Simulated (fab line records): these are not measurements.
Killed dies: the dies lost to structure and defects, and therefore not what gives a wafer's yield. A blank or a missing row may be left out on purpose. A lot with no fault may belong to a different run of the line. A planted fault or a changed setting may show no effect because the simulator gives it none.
Problem report, 8D (eight disciplines) form, completed by code | flow sky130 | the parts of the form that need people (team, actions taken, sign-off) are left out

1. WHAT IS WRONG
Wafers free of any fault read 1351 (standard deviation 13) for VT_ADJUST_HVTP_TW at SKY_VT_ADJUST_HVTP_TW_MEAS_11, against a mean of 29 on 9 wafers of 3 lots. That is -99 or more standard deviations from the usual mean.
Seen first at day 10 04:40 on film_metro-04, wafer L222.4. Wafers with a number at this step in the record: 33, from 11 lots. Rule for "out" (also "out of limits"): further than 4 standard deviations from the usual mean. The other wafers with a number count as sound.

2. WHAT IT IS; WHAT IT IS NOT
question                    | is                     | is not
which readings at this step | VT_ADJUST_HVTP_TW      | -
which lots                  | L222, L223, L224       | L209, L215, L216, L219, L220, L225, L226, L231
which wafers of those lots  | all that have a number | -
read on which gauges        | film_metro-04          | film_metro-01, film_metro-02
when                        | from day 10 04:40      | up to then (15 sound wafers); but 9 sound wafers of L225, L226, L231 came after

3. SUSPECTS, AND WHAT RULES EACH OUT
Counting: a tool at any process step up to the reading remains a suspect when it ran all the lots that are out and ran no sound lot after the first of those.
- the gauge at SKY_VT_ADJUST_HVTP_TW_MEAS_11: ruled out. All the wafers that are out were read on film_metro-04, but those of them that SKY_VT_ADJUST_HVTP_STRIP_10 has rows for are out there too, on other tools.
- cmp-01 at SKY_FIELD_ISO_CMP_27 (polishes, stops on Si3N4, t overpolish 16 s, target thk 457.8 nm): ruled out as a lasting fault. The sound lots L225 went through it after L222, its earliest lot that is out (day 5 13:25).
- plasma_asher-03 at SKY_NWELL_STRIP_25 (strips in O2/N2): ruled out as a lasting fault. The sound lots L226 went through it after L222, its earliest lot that is out (day 9 05:13).
Left after counting: nothing in the record.

4. THE CAUSE (what the simulator had put in)
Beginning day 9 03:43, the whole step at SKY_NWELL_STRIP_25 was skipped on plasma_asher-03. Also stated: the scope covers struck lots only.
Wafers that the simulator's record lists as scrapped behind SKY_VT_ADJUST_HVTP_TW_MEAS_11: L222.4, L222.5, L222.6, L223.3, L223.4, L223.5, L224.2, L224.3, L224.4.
Counting ruled it out, wrongly: the rule takes a fault to strike every lot that its tool runs from its start on, and this one did not.

5. THE EFFECT CHAIN, in route order
Rows list readings where the struck wafers' mean (over those with a number) sits beyond 3 standard deviations from the usual. Readings are gone through only where the record gives a usual standard deviation; hours: the median, over the lots, of the time from a lot's start at the first step in this table giving one to that lot's start at this step; sigmas: the change measured in usual standard deviations.
hours | step                          | reading                  | usual      | on struck wafers | change | sigmas
0     | SKY_VT_ADJUST_HVTP_STRIP_10   | oes_product_au           | 0.716 a.u. | 0.732            | +0.016 | +3.3
0     | SKY_VT_ADJUST_HVTP_STRIP_10   | strip_time_to_endpoint_s | 14.15 s    | 58.76            | +44.61 | +99 or more
0     | SKY_VT_ADJUST_HVTP_TW_MEAS_11 | VT_ADJUST_HVTP_TW        | 1351       | 29               | -1322  | -99 or more
The process steps in it:
- SKY_VT_ADJUST_HVTP_STRIP_10: strips in O2/N2.
Readings that are blank on the struck wafers while sound wafers have them: chamber_pressure_mTorr at SKY_NWELL_STRIP_25; drypump_motor_current_A at SKY_NWELL_STRIP_25; o2_flow_sccm at SKY_NWELL_STRIP_25; oes_product_au at SKY_NWELL_STRIP_25; strip_time_to_endpoint_s at SKY_NWELL_STRIP_25.

6. HOW IT WOULD HAVE BEEN CAUGHT EARLIER
25 hours passed between the start of the fault at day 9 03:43 and the first reading out of limits at a measuring or inspecting step in this record, taken at day 10 04:40.
At SKY_NWELL_STRIP_25 the tool's readings are blank on the struck wafers, where sound wafers have them: an empty tool record is the first sign, and it was there at once.
